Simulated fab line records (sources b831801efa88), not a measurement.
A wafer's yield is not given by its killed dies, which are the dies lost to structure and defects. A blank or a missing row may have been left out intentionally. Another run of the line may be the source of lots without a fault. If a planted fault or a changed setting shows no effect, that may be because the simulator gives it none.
A lot that was struck, set against a sound lot	flow gf180mcu	18 steps out of a route of 602
Sound: these wafers, L795.2, L795.3, L795.6. The struck wafers were L801.1, L801.3. Last of all comes the cause.
Per side, at each step with rows, come the tool, then ch with its chambers, and then its first start. Under that, the readings that differ: sound wafers	struck wafers	difference of the means	sigmas: that difference in standard deviations of wafers without a fault.
alike: readings whose means differ by less than 2 such deviations, and words and numbers that are the same on both sides. not compared: withheld readings, readings that some wafer has no value for, bounds like >300 that may hide the same value, and numbers for which the record gives no deviation and whose values overlap.
The two part at a step that has a row with sigmas, a row that says differs or no value, or rows on one side only. When numbers do not overlap yet have no deviation, they are printed without sigmas and do not part them. A reading that every wafer of one side lacks parts them only if that side has two wafers or more.

first, 3 steps without rows for these wafers: GF_V5_EXPOSE_11 (exposes mask Via5, target cd 260 nm); GF_V5_PEB_12 (peb time 90 s); GF_V5_DEVELOP_13 (develop time 60 s).
GF_V5_CD_MEAS_14 targets a cd of 260 nm.
  sound: cd-sem-02 at day 27 13:38; struck: cd-sem-01 at day 29 11:10
  alike: cd-nm
GF_V5_OVL_MEAS_15:
  sound: overlay-02 at day 27 13:44; struck: overlay-02 at day 29 11:17
  alike: V5_OVL
GF_V5_ETCH_16: etches BARC in N2/H2.
  sound on rie-diel-02 ch 1,3, day 27 13:46; struck on rie-diel-04 ch 1,2, day 29 11:19
  alike: drypump-motor-current-A, oes-product-au, throttle-valve-pct
GF_V5_ETCH_17: etches SiO2 in C4F8/O2/Ar, stops on TiN, target depth 855 nm.
  sound: rie-diel-02 ch 1,3; struck: rie-diel-04 ch 1,2
  alike: oes-product-au
GF_V5_STRIP_18: strips in O2/N2.
  sound on plasma-asher-04 ch 0,1, day 27 13:55; struck on plasma-asher-02 ch 0,1, day 29 11:28
  alike: drypump-motor-current-A, heater-power-w, oes-product-au
  not compared: rf-hours-counter-h
then, 3 steps without rows for these wafers: GF_V5_STRIP_19 (strips in post etch residue remover, time 1200 s); GF_V5_CLEAN_20 (cleans in DIW); GF_V5_SPUTTER_21 (material Ti, target thk 15 nm, time 80.02 s).
GF_V5_SPUTTER_22: material TiN, target thk 10 nm, time 40 s.
  sound: pvd-sputter-02 at day 27 14:31; struck: pvd-sputter-01 at day 29 12:06
  alike: throttle-valve-pct
GF_V5_CVD_23: deposits W, target thk 350 nm, time 104.9 s.
  sound on cvd-w-01 ch 0,1, day 27 14:33; struck on cvd-w-02 ch 0,1, day 29 12:08
reading	sound	struck	difference	sigmas
model.W_of_V5_CVD_23.thk-nm (nm)	350.7 344.9 350.2	525.8 525.7	+177.2	
  alike: chamber-pressure-Torr, heater-power-w
GF_V5_RS_MEAS_24: a four-point-probe measurement.
  sound: film-metro-02 at day 27 14:41; struck: film-metro-03 at day 29 12:15
reading	sound	struck	difference	sigmas
V5_W_RS (ohm/sq)	0.327 0.332 0.327	0.217 0.217	-0.112	-33
GF_V5_THK_MEAS_25: measures by xrf.
  sound: film-metro-02 at day 27 14:47; struck: film-metro-03 at day 29 12:22
reading	sound	struck	difference	sigmas
V5_W_THK (nm)	340 337 342	506 505	+166	+32
GF_V5_CMP_26: polishes, stops on SiO2, t overpolish 15 s, target thk 0 nm.
  sound on cmp-02 ch 0,1,3, day 27 14:56; struck on cmp-01 ch 1,2, day 29 12:26
reading	sound	struck	difference	sigmas
time-to-endpoint-s (s)	87 87 85	127 130	+42	+12
  alike: motor-current-A
GF_TOP_METAL_SPUTTER_00: material Ti, target thk 37.5 nm, time 150 s.
  sound: pvd-sputter-02 at day 27 15:08; struck: pvd-sputter-01 at day 29 12:44
  alike: throttle-valve-pct
GF_PASSIVATION_PROBE_99:
  the record has rows for the sound wafers here (prober-02, day 29 09:28) and none for the struck ones

## WHERE THEY PART
At GF_V5_RS_MEAS_24 first; at GF_PASSIVATION_PROBE_99 last (within this record only).

WHY: whatever the simulator had introduced
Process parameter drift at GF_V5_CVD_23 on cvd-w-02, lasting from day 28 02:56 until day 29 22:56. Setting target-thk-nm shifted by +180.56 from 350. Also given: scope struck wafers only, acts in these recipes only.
